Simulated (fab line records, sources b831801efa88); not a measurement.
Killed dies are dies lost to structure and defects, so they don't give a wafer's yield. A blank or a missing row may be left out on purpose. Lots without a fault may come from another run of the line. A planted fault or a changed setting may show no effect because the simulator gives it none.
Split-lot experiment | flow gf180mcu | 5 lots, 23 wafers read, on a route of 602 steps

THE SPLIT
At GF_M4_SPUTTER_04 (material TiN, target thk 50 nm, time 41.7 s), the setting chamber_pressure_pa was moved away from the recipe's 0.4 Pa on 15 of the 23 wafers read, by -11.7% to +9.9%. The other wafers ran this setting at the recipe's value.

The reading is taken at the split's own step.

THE READING
TiN_of_M4_SPUTTER_04.thk_nm (the simulator's own value, which no gauge read), in nm, at GF_M4_SPUTTER_04 (material TiN, target thk 50 nm, time 41.7 s). The file gives no usual value for it. The 8 wafers here that ran the recipe average 49.87 nm, standard deviation 0.38 nm.

wafer  | tool, chamber at the split | chamber_pressure_pa as run, Pa | against the recipe | TiN_of_M4_SPUTTER_04.thk_nm, nm | against lot-mates on the recipe
L074.3 | pvd_sputter-01, -          | 0.4                            | recipe             | 49.92                           | -
L074.4 | pvd_sputter-01, -          | 0.4                            | recipe             | 49.75                           | -
L074.5 | pvd_sputter-01, -          | 0.4                            | recipe             | 50.53                           | -
L079.1 | pvd_sputter-01, -          | 0.4396                         | +9.9%              | 48.61                           | no lot-mate on the recipe
L079.3 | pvd_sputter-01, -          | 0.4396                         | +9.9%              | 48.54                           | no lot-mate on the recipe
L079.4 | pvd_sputter-01, -          | 0.4396                         | +9.9%              | 48.45                           | no lot-mate on the recipe
L079.5 | pvd_sputter-01, -          | 0.4396                         | +9.9%              | 48.22                           | no lot-mate on the recipe
L079.6 | pvd_sputter-01, -          | 0.4396                         | +9.9%              | 48.75                           | no lot-mate on the recipe
L080.1 | pvd_sputter-02, -          | 0.4                            | recipe             | 49.75                           | -
L080.3 | pvd_sputter-02, -          | 0.4                            | recipe             | 49.75                           | -
L080.2 | pvd_sputter-02, -          | 0.4                            | recipe             | 50.14                           | -
L080.5 | pvd_sputter-02, -          | 0.4                            | recipe             | 49.97                           | -
L080.6 | pvd_sputter-02, -          | 0.4                            | recipe             | 49.11                           | -
L081.1 | pvd_sputter-04, -          | 0.3533                         | -11.7%             | 51.66                           | no lot-mate on the recipe
L081.3 | pvd_sputter-04, -          | 0.3533                         | -11.7%             | 51.73                           | no lot-mate on the recipe
L081.4 | pvd_sputter-04, -          | 0.3533                         | -11.7%             | 51.57                           | no lot-mate on the recipe
L081.5 | pvd_sputter-04, -          | 0.3533                         | -11.7%             | 51.65                           | no lot-mate on the recipe
L081.6 | pvd_sputter-04, -          | 0.3533                         | -11.7%             | 51.67                           | no lot-mate on the recipe
L082.2 | pvd_sputter-04, -          | 0.4336                         | +8.4%              | 49.37                           | no lot-mate on the recipe
L082.3 | pvd_sputter-04, -          | 0.4336                         | +8.4%              | 49.47                           | no lot-mate on the recipe
L082.4 | pvd_sputter-04, -          | 0.4336                         | +8.4%              | 49.15                           | no lot-mate on the recipe
L082.5 | pvd_sputter-04, -          | 0.4336                         | +8.4%              | 49.51                           | no lot-mate on the recipe
L082.6 | pvd_sputter-04, -          | 0.4336                         | +8.4%              | 48.9                            | no lot-mate on the recipe

THE FIT
A straight line over all 23 wafers: TiN_of_M4_SPUTTER_04.thk_nm changes by -0.132 nm for each +1% of chamber_pressure_pa; r = -0.95; the points scatter about the line by 0.36 nm.
Too few moved wafers have a lot-mate on the recipe to fit a line with each lot's own level taken away.

THE FILE'S OWN FIT
TiN_of_M4_SPUTTER_04.thk_nm changes by -0.132 nm for each +1% of chamber_pressure_pa, r = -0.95.
